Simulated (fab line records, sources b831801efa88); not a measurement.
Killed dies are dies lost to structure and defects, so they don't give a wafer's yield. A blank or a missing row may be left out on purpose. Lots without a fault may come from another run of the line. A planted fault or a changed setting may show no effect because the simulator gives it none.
Problem report in the 8D (eight disciplines) form, filled by code | flow gf180mcu | the parts of the form that need people (team, actions taken, sign-off) are left out

1. THE PROBLEM
CONTACT_CVD_00_THK at GF_CONTACT_THK_MEAS_01 reads a mean of 149 nm on 2 wafers of 1 lot; wafers without a fault read 300 nm with a standard deviation of 3.3. That is -46 standard deviations from the usual mean.
First seen on wafer L781.2, day 20 17:38, on film_metro-04. The record holds 36 wafers of 12 lots with a number at this step. Rule for "out", or "out of limits": more than 4 standard deviations from the usual mean. The other wafers with a number count as sound.

2. WHAT IT IS AND WHAT IT IS NOT
question                    | is                 | is not
which readings at this step | CONTACT_CVD_00_THK | -
which lots                  | L781               | L767, L768, L769, L774, L775, L777, L783, L787, L788, L789, L790
which wafers of those lots  | L781.2, L781.6     | L781.3
read on which gauges        | film_metro-04      | film_metro-01, film_metro-03
when                        | from day 20 17:38  | up to then (19 sound wafers); but 15 sound wafers of L783, L787, L788, L789, L790 came after

3. SUSPECTS, AND WHAT RULES EACH OUT
Counting: a tool at a process step up to the reading stays a suspect if it ran every lot that is out. Sound lots after the first of them don't rule it out here, since some wafers of a struck lot are sound.
- the gauge at GF_CONTACT_THK_MEAS_01: ruled out. All the wafers that are out were read on film_metro-04, but those of them that GF_CONTACT_CVD_00 has rows for are out there too, on other tools.
- pvd_sputter-01 at GF_SALICIDE_SPUTTER_03 (material TiN, target thk 20 nm, time 16.7 s): kept. It ran the lot that is out, L781 (day 20 17:05); its last sound lot up to then is L775 (day 18 02:29).
- hdpcvd-02 at GF_CONTACT_CVD_00 (deposits SiO2, target thk 300 nm, time 50 s): kept. It ran the lot that is out, L781 (day 20 17:35); its last sound lot up to then is L777 (day 18 19:10). Its own readings are out on those wafers: sih4_flow_sccm.
- Within hdpcvd-02 at GF_CONTACT_CVD_00: the wafers that are out ran in chamber 0; their sound lot-mates ran in chamber 2.
Left after counting: pvd_sputter-01 at GF_SALICIDE_SPUTTER_03, hdpcvd-02 at GF_CONTACT_CVD_00.

4. THE CAUSE (what the simulator had put in)
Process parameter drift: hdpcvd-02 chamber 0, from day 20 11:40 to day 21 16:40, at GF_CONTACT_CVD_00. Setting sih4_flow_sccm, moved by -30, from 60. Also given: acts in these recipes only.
Counting left 2 suspects, and this tool is among them.

5. THE CHAIN OF EFFECTS, in route order
Each row: a reading whose mean over the struck wafers that have a number lies more than 3 standard deviations from the usual. Only readings for which the record gives a usual standard deviation are gone through. hours: the time from each lot's start at the first step in this table that gives one to its start at this step, as a median over the lots. sigmas: the change in usual standard deviations.
hours | step                   | reading            | usual      | on struck wafers | change | sigmas
0     | GF_CONTACT_CVD_00      | sih4_flow_sccm     | 60.00 sccm | 29.94            | -30.06 | -99 or more
0     | GF_CONTACT_THK_MEAS_01 | CONTACT_CVD_00_THK | 300 nm     | 149              | -151   | -46
-     | GF_CONTACT_ETCH_17     | oes_product_au     | 0.814 a.u. | 0.738            | -0.076 | -14
The process steps in it:
- GF_CONTACT_CVD_00: deposits SiO2, target thk 300 nm, time 50 s.
- GF_CONTACT_ETCH_17: etches SiO2 in C4F8/O2/Ar, stops on CoSi2, target depth 860 nm.
Later measuring or inspecting steps at which every struck wafer that the step has a row for has a number for every such reading, and none has moved that far: GF_CONTACT_BOW_MEAS_05.

6. WHAT WOULD HAVE CAUGHT IT SOONER
In this record the first reading out of limits at a measuring or inspecting step was taken at day 20 17:38, 6 hours after the fault began at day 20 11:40.
The tool's own readings at GF_CONTACT_CVD_00 were out on every struck wafer that the step has a row for (sih4_flow_sccm): an alarm limit on them would have fired on the first of those.
All the lots that are out (1) had begun GF_CONTACT_CVD_00 on hdpcvd-02 by day 20 17:38. A hold on the tool at that time would have spared none of them.
